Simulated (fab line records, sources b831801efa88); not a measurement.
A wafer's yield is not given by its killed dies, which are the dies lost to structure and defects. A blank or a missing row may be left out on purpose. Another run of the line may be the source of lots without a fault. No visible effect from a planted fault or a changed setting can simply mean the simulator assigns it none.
Check of tool commonality ; flow sky130 ; Sample size 11 lots and 33 wafers

== REASON IT WAS OPENED ==
2 of 11 lots carry a flag on the reading SD_N_RS at SKY_SD_N_RS_MEAS_16. No-fault wafers: 68.54 ohm/sq, standard deviation 0.13.
Rule: flag the lot when none of its wafers has a number, or when each of its wafers that has one lies beyond 4 standard deviations from that mean. The other lots count as sound.

lot;measured;on;SD_N_RS (ohm/sq), wafer by wafer;flag
L637;day 28 09:25;film metro-03;68.85 68.82 68.69;
L640;day 30 00:23;film metro-01;68.46 68.70 68.54;
L643;day 31 04:50;film metro-01;68.36 68.44 68.33;
L645;day 31 19:36;film metro-02;66.21 66.04 66.30;FLAGGED
L647;day 32 11:07;film metro-01;65.98 66.13 66.15;FLAGGED
L648;day 32 19:51;film metro-03;68.60 68.60 68.58;
L654;day 34 14:43;film metro-01;68.53 68.37 68.59;
L656;day 35 00:08;film metro-01;68.45 68.50 68.41;
L657;day 35 06:23;film metro-02;68.45 68.70 68.56;
L658;day 35 15:46;film metro-03;68.78 68.90 68.71;
L659;day 35 20:35;film metro-02;68.60 68.50 68.46;
The numbers of the flagged lots are 66.14 ohm/sq on average: -2.41 ohm/sq against the usual, or -19 standard deviations.

== WHICH TOOL RAN EACH LOT ==
The record holds 3 process steps before the reading, out of a route of 708 steps. Each cell gives the tool, then ch followed by the chambers the sampled wafers passed through, then the start.
lot;flag;SKY_POLY_CUT_ETCH_10;SKY_POLY_CUT_STRIP_12;SKY_SD_N_RTA_14
L637;;rie diel-01 ch 0,1,3, day 24 15:08;plasma asher-03 ch 0,1, day 24 15:15;rtp anneal-01 ch 0, day 28 09:12
L640;;rie diel-01 ch 0,2,3, day 26 06:44;plasma asher-03 ch 0,1, day 26 06:51;rtp anneal-02 ch 0, day 30 00:11
L643;;rie diel-03 ch 0,1,2, day 27 12:43;plasma asher-03 ch 0,1, day 27 12:47;rtp anneal-01 ch 0, day 31 04:40
L645;FLAGGED;rie diel-04 ch 1,2,3, day 28 04:13;plasma asher-01 ch 0,1, day 28 04:17;rtp anneal-01 ch 0, day 31 19:26
L647;FLAGGED;rie diel-01 ch 0,3, day 28 20:40;plasma asher-03 ch 0,1, day 28 20:44;rtp anneal-01 ch 0, day 32 10:56
L648;;rie diel-01 ch 0,1,3, day 29 04:37;plasma asher-01 ch 0,1, day 29 04:42;rtp anneal-02 ch 0, day 32 19:41
L654;;rie diel-01 ch 1,2,3, day 31 03:11;plasma asher-01 ch 0,1, day 31 03:16;rtp anneal-02 ch 0, day 34 14:30
L656;;rie diel-03 ch 1,2, day 31 13:58;plasma asher-04 ch 0,1, day 31 14:04;rtp anneal-02 ch 0, day 34 23:56
L657;;rie diel-04 ch 1,2,3, day 31 20:28;plasma asher-04 ch 0,1, day 31 20:32;rtp anneal-01 ch 0, day 35 06:11
L658;;rie diel-03 ch 0,1,2, day 32 07:05;plasma asher-01 ch 0,1, day 32 07:10;rtp anneal-02 ch 0, day 35 15:35
L659;;rie diel-03 ch 0,1,2, day 32 11:01;plasma asher-01 ch 0,1, day 32 11:05;rtp anneal-01 ch 0, day 35 20:25
What is done by these steps:
- SKY_POLY_CUT_ETCH_10: etches BARC in N2/H2, stops on SiO2, time 45.9 s, target depth 60 nm.
- SKY_POLY_CUT_STRIP_12: strips in O2/N2.
- SKY_SD_N_RTA_14: time 2 s.
- SKY_SD_N_RS_MEAS_16: measures by four-point-probe.

== FLAGGED OVER TOTAL, TOOL BY TOOL (the gauges that took the reading come last) ==
step;tool;lots run;flagged;share of the flagged lots;sound lots run after its first flagged lot
SKY_POLY_CUT_ETCH_10;rie diel-01;5;1;some;2 (L648,L654)
SKY_POLY_CUT_ETCH_10;rie diel-03;4;0;none;-
SKY_POLY_CUT_ETCH_10;rie diel-04;2;1;some;1 (L657)
SKY_POLY_CUT_STRIP_12;plasma asher-01;5;1;some;4 (L648,L654,L658,L659)
SKY_POLY_CUT_STRIP_12;plasma asher-03;4;1;some;0
SKY_POLY_CUT_STRIP_12;plasma asher-04;2;0;none;-
SKY_SD_N_RTA_14;rtp anneal-01;6;2;all;2 (L657,L659)
SKY_SD_N_RTA_14;rtp anneal-02;5;0;none;-
SKY_SD_N_RS_MEAS_16;film metro-01;5;1;some;2 (L654,L656)
SKY_SD_N_RS_MEAS_16;film metro-02;3;1;some;2 (L657,L659)
SKY_SD_N_RS_MEAS_16;film metro-03;3;0;none;-

== THE TABLE: WHAT IT ALLOWS ==
All flagged lots share 1 row of the table, namely rtp anneal-01 at SKY_SD_N_RTA_14.
- rtp anneal-01 at SKY_SD_N_RTA_14: 2 of its 6 lots flagged. After the first flagged lot (L657, L659), sound lots still ran on it; a lasting fault on the whole tool would not permit that. Its own readings lie more than 4 standard deviations out on every wafer of the flagged lots: wafer_temp_C_max.
Not one row of the table ran every flagged lot while running no sound lot after the first.

== WHAT HAD BEEN PUT IN BY THE SIMULATOR ==
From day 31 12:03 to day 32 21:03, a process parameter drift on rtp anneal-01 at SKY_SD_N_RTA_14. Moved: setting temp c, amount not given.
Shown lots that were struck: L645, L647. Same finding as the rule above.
